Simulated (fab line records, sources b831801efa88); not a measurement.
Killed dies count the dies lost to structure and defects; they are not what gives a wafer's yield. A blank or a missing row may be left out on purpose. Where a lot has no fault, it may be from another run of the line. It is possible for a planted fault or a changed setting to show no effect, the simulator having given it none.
Struck lot and sound lot, side by side / flow gf180mcu / 14 steps out of a route of 602
Sound: the wafers L119.1, L119.2, L119.4. Wafers struck: L111.2, L111.5, L111.6. Last of all comes the cause.
Per side, at each step with rows, come the tool, then ch with its chambers, and then its first start. Under that, the readings that differ: sound wafers / struck wafers / difference of the means / sigmas: that difference in standard deviations of wafers without a fault.
alike: readings with means less than 2 such deviations apart, plus words and numbers identical on both sides. not compared: withheld readings, readings lacking a value on some wafer, bounds such as >300 that could conceal the same value, and numbers that have no deviation in the record and whose values overlap.
A row with sigmas, a row that says differs or no value, or rows on one side alone: a step with any of these is where the two part. Numbers that don't overlap but have no deviation are shown without sigmas and don't part them. Lack of a reading on every wafer of one side parts them only where that side has two or more wafers.

GF_V3_CMP_26: polishes, stops on SiO2, t overpolish 15 s, target thk 0 nm.
  sound on cmp-01 ch 0,1,3, day 28 23:02; struck on cmp-01 ch 2,3, day 27 00:11
  alike: motor-current-A, overpolish-run-s, platen-rpm, time-to-endpoint-s
GF_M4_SPUTTER_00: material Ti, target thk 37.5 nm, time 150 s.
  struck on pvd-sputter-01, day 27 00:26; sound on pvd-sputter-04, day 28 23:20
  alike: throttle-valve-pct
then, 1 step without rows for these wafers: GF_M4_SPUTTER_01 (material TiN, target thk 30 nm, time 25 s).
GF_M4_SPUTTER_02: material AlCu, target thk 450 nm, time 23.9 s.
  struck on pvd-sputter-01, day 27 00:34; sound on pvd-sputter-04, day 28 23:28
  alike: throttle-valve-pct
GF_M4_SPUTTER_03: material Ti, target thk 10 nm, time 6.7 s.
  struck on pvd-sputter-01, day 27 00:35; sound on pvd-sputter-04, day 28 23:29
  alike: throttle-valve-pct
GF_M4_SPUTTER_04: material TiN, target thk 50 nm, time 41.7 s.
  struck on pvd-sputter-01, day 27 00:37; sound on pvd-sputter-04, day 28 23:31
  alike: throttle-valve-pct
GF_M4_RS_MEAS_05: the measuring method here is four-point-probe.
  struck on film-metro-03, day 27 00:40; sound on film-metro-03, day 28 23:33
  alike: M4_ALCU_RS
GF_M4_THK_MEAS_06: measures by xrf.
  struck on film-metro-03, day 27 00:47; sound on film-metro-03, day 28 23:40
reading=M4_ALCU_THK (nm); sound=462 459 458; struck=448 448 455; difference=-9; sigmas=-2
then, 4 steps without rows for these wafers: GF_M4_DEHYDRATE_07 (time 60 s); GF_M4_HMDS_08 (prime time 60 s); GF_M4_COAT_09 (resist thk 1000 nm); GF_M4_SOFTBAKE_10 (time 60 s).
GF_M4_EXPOSE_11: exposes mask Metal4, target cd 280 nm.
  sound on krf-scanner-01 ch 0, day 29 09:17; struck on krf-scanner-01, day 27 10:49
  no value came back on the struck wafers for exposure-dose-mJ-cm2, focus-offset-nm (nm), sigma-outer; on the sound wafers exposure-dose-mJ-cm2 reads 28.031 28.010 28.032
  alike: mask
then, 1 step without rows for these wafers: GF_M4_PEB_12 (peb time 90 s).

## WHERE THEY PART
At GF_M4_THK_MEAS_06 first; at GF_M4_EXPOSE_11 last (within this record only).

WHY: what had been put in by the simulator
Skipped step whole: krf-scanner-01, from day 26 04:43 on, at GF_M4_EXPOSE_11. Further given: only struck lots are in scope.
